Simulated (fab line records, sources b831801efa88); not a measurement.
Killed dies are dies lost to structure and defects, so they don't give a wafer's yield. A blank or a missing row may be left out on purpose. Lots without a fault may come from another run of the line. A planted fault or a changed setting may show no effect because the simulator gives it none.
Split-lot experiment | flow sfq_line | 5 lots, 23 wafers read, on a route of 325 steps

THE SPLIT
At SFQ_TRILAYER_M3_LITHO_COAT_075 (resist thk 600 nm), the setting spin_rpm was moved away from the recipe's 3000 rpm on 10 of the 23 wafers read, by -6.9% to +4.0%. The other wafers ran this setting at the recipe's value.

FROM THE SPLIT TO THE READING: what the file shows between them, 1 step
- SFQ_TRILAYER_M3_BARC_OPEN_METAL_ETCH_100: etches BARC in O2, target depth 125 nm, time 41.7 s (also split here: icp_w)

THE READING
KrF_of_TRILAYER_M3_LITHO_COAT_075.thk_nm (the simulator's own value, which no gauge read), in nm, at SFQ_TRILAYER_M3_ETCH_METAL_ETCH_078 (etches Nb in Cl2/Ar, stops on SiO2, target depth 240 nm, time 120 s). The file gives no usual value for it. The 13 wafers here that ran the recipe average 384.2 nm, standard deviation 2.6 nm.

wafer  | tool, chamber at the split | spin_rpm as run, rpm | against the recipe | KrF_of_TRILAYER_M3_LITHO_COAT_075.thk_nm, nm | against lot-mates on the recipe
L074.2 | litho_track-02, 0          | 3000                 | recipe             | 379.3                                        | -
L074.3 | litho_track-02, 0          | 3000                 | recipe             | 380                                          | -
L074.4 | litho_track-02, 0          | 3000                 | recipe             | 383.2                                        | -
L074.5 | litho_track-02, 0          | 3120                 | +4.0%              | 370                                          | -10.8
L074.6 | litho_track-02, 0          | 3120                 | +4.0%              | 370.1                                        | -10.7
L076.1 | litho_track-04, 0          | 3000                 | recipe             | 385.6                                        | -
L076.2 | litho_track-04, 0          | 2821                 | -6.0%              | 406.2                                        | +23.0
L076.3 | litho_track-04, 0          | 2821                 | -6.0%              | 405                                          | +21.8
L076.4 | litho_track-04, 0          | 3000                 | recipe             | 380.8                                        | -
L076.6 | litho_track-04, 0          | 2821                 | -6.0%              | 398.9                                        | +15.7
L077.2 | litho_track-04, 0          | 3121                 | +4.0%              | 375.4                                        | -12.0
L077.3 | litho_track-04, 0          | 3000                 | recipe             | 387.7                                        | -
L077.4 | litho_track-04, 0          | 3000                 | recipe             | 387.1                                        | -
L077.5 | litho_track-04, 0          | 3121                 | +4.0%              | 374.6                                        | -12.8
L077.6 | litho_track-04, 0          | 3121                 | +4.0%              | 372.3                                        | -15.1
L079.1 | litho_track-04, 0          | 2793                 | -6.9%              | 407.7                                        | +21.7
L079.3 | litho_track-04, 0          | 3000                 | recipe             | 386.3                                        | -
L079.4 | litho_track-04, 0          | 3000                 | recipe             | 385.6                                        | -
L079.5 | litho_track-04, 0          | 3000                 | recipe             | 386                                          | -
L079.6 | litho_track-04, 0          | 2793                 | -6.9%              | 408.5                                        | +22.5
L083.1 | litho_track-02, 0          | 3000                 | recipe             | 384.6                                        | -
L083.2 | litho_track-02, 0          | 3000                 | recipe             | 384.3                                        | -
L083.6 | litho_track-02, 0          | 3000                 | recipe             | 383.5                                        | -

THE FIT
A straight line over all 23 wafers: KrF_of_TRILAYER_M3_LITHO_COAT_075.thk_nm changes by -3.2 nm for each +1% of spin_rpm; r = -0.97; the points scatter about the line by 2.7 nm.
The same after taking each lot's own level away (the mean of its wafers on the recipe; 23 wafers): -3.22 nm for each +1%; r = -0.99; scatter 1.8 nm.
On that fit, the largest move of spin_rpm shifts the reading by 22 nm.
The lots' own levels span 380.83 to 387.40 nm, that is 2.5 times the standard deviation above.
So the lot-to-lot level changes the slope little: the two slopes agree.
Check: with one of the wafers moved furthest among these (-6.9%) left out of the fit, the line predicts +22.6 nm for it against its lot-mates. It came out at +21.7 nm against them.

OTHER SPLITS ON THESE WAFERS
These wafers also went through other splits before the reading. Each is held against what the fit with the lots' levels taken away leaves over:
other split on the same wafers                 | wafers away from the commonest value | r with KrF_of_TRILAYER_M3_LITHO_COAT_075.thk_nm (lot level and that fit taken away)
SFQ_TRILAYER_I1_CMP_CMP_046 leave_above_ref_nm | 9                                    | +0.15
SFQ_TRILAYER_I1_VIA_LITHO_EXPOSE_050 dose_mj   | 10                                   | -0.33
SFQ_TRILAYER_I1_VIA_ETCH_VIA_ETCH_052 bias_w   | 12                                   | -0.23
SFQ_TRILAYER_M2_LITHO_COAT_062 resist_thk_nm   | 8                                    | -0.07
SFQ_TRILAYER_I2_CMP_CMP_064 leave_above_ref_nm | 8                                    | -0.06
SFQ_TRILAYER_I2_VIA_LITHO_COAT_067 spin_rpm    | 9                                    | -0.07
SFQ_TRILAYER_I2_VIA_ETCH_VIA_ETCH_070 source_w | 7                                    | -0.21
SFQ_TRILAYER_M3_BARC_OPEN_METAL_ETCH_100 icp_w | 10                                   | -0.52

THE WHOLE CHAIN: every reading that the file lists as answering this split, in the file's order
step                                     | what it does                                                        | reading                                                                                   | change (the file's fit)              | r (the file's)
SFQ_TRILAYER_M3_LITHO_COAT_075           | resist thk 600 nm                                                   | KrF_of_TRILAYER_M3_LITHO_COAT_075.thk_nm (the simulator's own value, which no gauge read) | -3.01 nm for each +1% of the setting | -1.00
SFQ_TRILAYER_M3_BARC_OPEN_METAL_ETCH_100 | etches BARC in O2, target depth 125 nm, time 41.7 s                 | KrF_of_TRILAYER_M3_LITHO_COAT_075.thk_nm (the simulator's own value, which no gauge read) | -3.11 nm for each +1% of the setting | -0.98
SFQ_TRILAYER_M3_ETCH_METAL_ETCH_078      | etches Nb in Cl2/Ar, stops on SiO2, target depth 240 nm, time 120 s | KrF_of_TRILAYER_M3_LITHO_COAT_075.thk_nm (the simulator's own value, which no gauge read) | -3.2 nm for each +1% of the setting  | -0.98

THE FILE'S OWN FIT
KrF_of_TRILAYER_M3_LITHO_COAT_075.thk_nm changes by -3.2 nm for each +1% of spin_rpm, r = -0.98.
